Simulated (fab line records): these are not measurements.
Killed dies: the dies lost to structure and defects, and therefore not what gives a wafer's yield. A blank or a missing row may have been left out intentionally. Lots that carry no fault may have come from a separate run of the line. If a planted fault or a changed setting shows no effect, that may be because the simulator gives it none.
A single fault, viewed from 2 desks || flow gf180mcu || each desk has only its own numbers; what lay behind them comes last

== AT THE METROLOGY DESK ==
Lot by lot, what the gauges showed, no matter which tool ran the lot: averages of those sampled wafers that carry a number. A lot is out of limits, marked OUT, if its mean lies more than 4 standard deviations from the usual mean; the brackets give that distance.
Columns: A = PSD_TW at GF_PSD_TW_MEAS_11, usual 3172; B = SAB_CVD_00_THK at GF_SAB_THK_MEAS_01, usual 50.0 nm; C = SALICIDE_TIN_THK at GF_SALICIDE_THK_MEAS_05, usual 19.72 nm; D = CONTACT_CVD_00_THK at GF_CONTACT_THK_MEAS_01, usual 311.0 nm
{"lot": "L970", "first seen here": "day 15 01:51", "A": 3173, "B": 49.7, "C": 19.69, "D": 311.8}
{"lot": "L973", "first seen here": "day 15 23:43", "A": 3167, "B": 49.7, "C": 19.90, "D": 310.4}
{"lot": "L974", "first seen here": "day 16 08:58", "A": 3171, "B": 50.3, "C": 19.30, "D": 308.3}
{"lot": "L976", "first seen here": "day 17 00:50", "A": 3175, "B": 50.2, "C": 19.85, "D": 310.1}
{"lot": "L975", "first seen here": "day 17 01:08", "A": 3173, "B": 49.9, "C": 19.38, "D": 314.3}
{"lot": "L977", "first seen here": "day 17 09:14", "A": 3162, "B": 49.9, "C": 19.76, "D": 310.7}
{"lot": "L978", "first seen here": "day 17 20:13", "A": 3175, "B": 50.4, "C": 19.63, "D": 315.1}
{"lot": "L979", "first seen here": "day 18 07:01", "A": 3154, "B": "45.0 (-7.7) OUT", "C": 19.59, "D": 312.2}
{"lot": "L984", "first seen here": "day 19 14:47", "A": 3187, "B": "45.8 (-6.5) OUT", "C": 19.91, "D": 311.2}
{"lot": "L987", "first seen here": "day 20 20:53", "A": 3181, "B": 49.5, "C": 19.70, "D": 309.4}
{"lot": "L988", "first seen here": "day 21 06:10", "A": 3181, "B": 50.8, "C": 19.69, "D": 311.4}
{"lot": "L989", "first seen here": "day 21 09:53", "A": 3158, "B": 50.4, "C": 19.76, "D": 313.1}
{"lot": "L990", "first seen here": "day 21 21:35", "A": 3154, "B": 50.3, "C": 19.66, "D": 314.5}
{"lot": "L991", "first seen here": "day 22 04:11", "A": 3165, "B": 49.7, "C": 19.79, "D": 310.5}
This desk's finding: out of limits on L979, L984; first on L979, day 18 07:28 (SAB_CVD_00_THK at GF_SAB_THK_MEAS_01). L970, L973, L974, L976, L975, L977, L978, L987, L988, L989, L990, L991 stayed within limits.

== TOOL OWNER'S DESK, pecvd-04 ==
The tool's own readings at GF_SAB_CVD_00 (deposits SiO2 from TEOS, target thk 50 nm, time 4.9302 s): means of the sampled wafers that have a number, for each lot that ran on this tool. A lot is out of limits, marked OUT, if its mean lies more than 4 standard deviations from the usual mean; the brackets give that distance.
Columns: A = heater_power_w at GF_SAB_CVD_00, usual 666 W; B = susceptor_temp_C at GF_SAB_CVD_00, usual 400.02 C
{"lot": "L974", "first seen here": "day 16 09:24", "A": 651, "B": 400.12}
{"lot": "L976", "first seen here": "day 17 01:16", "A": 631, "B": 399.85}
{"lot": "L979", "first seen here": "day 18 07:27", "A": 537, "B": 400.19}
{"lot": "L984", "first seen here": "day 19 15:13", "A": 648, "B": 399.89}
{"lot": "L991", "first seen here": "day 22 04:35", "A": 635, "B": 399.87}
This desk found nothing out of limits on any of the 5 lots.

== PUT TOGETHER ==
L979, L984 would have let the metrology desk raise an alarm at day 18 07:28.
Nothing out of limits was seen by the tool owner's desk.
The tool owner's desk has L979, L984 on record, within its limits.
Every lot named ran GF_SAB_CVD_00 on pecvd-04.

== WHAT WAS PUT IN BY THE SIMULATOR ==
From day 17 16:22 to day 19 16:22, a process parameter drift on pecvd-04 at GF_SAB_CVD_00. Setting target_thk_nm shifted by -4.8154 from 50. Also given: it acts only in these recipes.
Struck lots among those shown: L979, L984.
Time in hours between the start of the fault and the first out-of-limits reading at each desk: metrology desk, 15.
